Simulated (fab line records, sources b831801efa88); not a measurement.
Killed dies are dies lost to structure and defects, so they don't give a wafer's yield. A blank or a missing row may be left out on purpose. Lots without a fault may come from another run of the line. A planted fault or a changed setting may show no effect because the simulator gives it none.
Which tool did it? | flow gf180mcu | 11 lots, 33 wafers sampled, at 3 steps of a route of 602

WHAT THE GAUGES READ, wafer by wafer
GF_TOP_METAL_OVL_MEAS_15. Usual: TOP_METAL_OVL -1.9 nm, standard deviation 1.2.
lot  | measured     | on         | TOP_METAL_OVL (nm) | flag
L226 | day 28 01:25 | overlay-01 | -3.1 -3.3 -2.9     |
L228 | day 28 18:36 | overlay-01 | -1.2 -1.8 -1.6     |
L229 | day 29 04:18 | overlay-02 | -2.2 -1.9 -0.4     |
L230 | day 29 10:24 | overlay-01 | -1.9 -0.7 -1.9     |
L232 | day 30 08:41 | overlay-02 | -2.3 -3.4 -2.1     |
L234 | day 30 21:49 | overlay-01 | -2.6 -0.8 -2.0     |
L235 | day 31 03:33 | overlay-02 | -1.1 -2.7 -1.3     |
L243 | day 33 07:32 | overlay-01 | -2.1 -2.9 -1.6     |
L244 | day 33 12:31 | overlay-01 | -0.5 -1.6 -2.5     |
L245 | day 33 13:45 | overlay-02 | -1.2 -3.0 -0.6     |
L248 | day 34 03:22 | overlay-01 | 0.8 -0.2 -0.3      |

WHICH TOOL RAN EACH LOT (tool, then ch and the chambers of the sampled wafers, then the start)
lot  | GF_TOP_METAL_SPUTTER_00      | GF_TOP_METAL_SPUTTER_01
L226 | pvd_sputter-04, day 27 05:47 | pvd_sputter-04, day 27 05:53
L228 | pvd_sputter-03, day 27 22:43 | pvd_sputter-03, day 27 22:49
L229 | pvd_sputter-04, day 28 08:32 | pvd_sputter-04, day 28 08:38
L230 | pvd_sputter-04, day 28 15:27 | pvd_sputter-04, day 28 15:33
L232 | pvd_sputter-02, day 29 13:53 | pvd_sputter-02, day 29 13:59
L234 | pvd_sputter-04, day 30 03:32 | pvd_sputter-04, day 30 03:38
L235 | pvd_sputter-02, day 30 09:29 | pvd_sputter-02, day 30 09:35
L243 | pvd_sputter-02, day 32 15:18 | pvd_sputter-02, day 32 15:24
L244 | pvd_sputter-03, day 32 20:47 | pvd_sputter-03, day 32 20:53
L245 | pvd_sputter-02, day 32 21:58 | pvd_sputter-02, day 32 22:04
L248 | pvd_sputter-04, day 33 11:00 | pvd_sputter-04, day 33 11:06
- GF_TOP_METAL_SPUTTER_00: material Ti, target thk 37.5 nm, time 150 s.
- GF_TOP_METAL_SPUTTER_01: material TiN, target thk 30 nm, time 25 s.

WHAT THE TOOLS THEMSELVES READ (means of the sampled wafers that have a number; where no wafer has one, the mark that the record gives instead)
GF_TOP_METAL_SPUTTER_00. Usual: throttle_valve_pct 29.9 %, standard deviation 1.2.
lot  | tool           | throttle_valve_pct (%) | flag
L226 | pvd_sputter-04 | 30.4                   |
L228 | pvd_sputter-03 | 29.5                   |
L229 | pvd_sputter-04 | 30.1                   |
L230 | pvd_sputter-04 | 30.6                   |
L232 | pvd_sputter-02 | 29.1                   |
L234 | pvd_sputter-04 | 31.1                   |
L235 | pvd_sputter-02 | 29.2                   |
L243 | pvd_sputter-02 | 29.1                   |
L244 | pvd_sputter-03 | 28.4                   |
L245 | pvd_sputter-02 | 31.0                   |
L248 | pvd_sputter-04 | 30.1                   |

GF_TOP_METAL_SPUTTER_01. Usual: throttle_valve_pct 29.9 %, standard deviation 1.2.
lot  | tool           | throttle_valve_pct (%) | flag
L226 | pvd_sputter-04 | 30.2                   |
L228 | pvd_sputter-03 | 29.7                   |
L229 | pvd_sputter-04 | 30.2                   |
L230 | pvd_sputter-04 | 30.7                   |
L232 | pvd_sputter-02 | 29.0                   |
L234 | pvd_sputter-04 | 31.0                   |
L235 | pvd_sputter-02 | 28.9                   |
L243 | pvd_sputter-02 | 29.2                   |
L244 | pvd_sputter-03 | 28.3                   |
L245 | pvd_sputter-02 | 30.9                   |
L248 | pvd_sputter-04 | 30.3                   |

THE ANSWER, worked out from the rows above alone
Rule: a lot is off if the mean of its wafers that have a number lies more than 3 standard deviations from the usual mean. A lot without any number at a reading at which 4 lots or more have one is off too. The other lots that the step has rows for count as sound. The gauges are gone through in route order, then the tools' own readings, and for those a lot's mean is taken as printed above. The first step at which some lot is off is used, and at that step the reading that is off furthest; a lot without a number counts as furthest.
No lot is off at any reading shown: from this, nothing can be told.

WHAT THE SIMULATOR HAD PUT IN
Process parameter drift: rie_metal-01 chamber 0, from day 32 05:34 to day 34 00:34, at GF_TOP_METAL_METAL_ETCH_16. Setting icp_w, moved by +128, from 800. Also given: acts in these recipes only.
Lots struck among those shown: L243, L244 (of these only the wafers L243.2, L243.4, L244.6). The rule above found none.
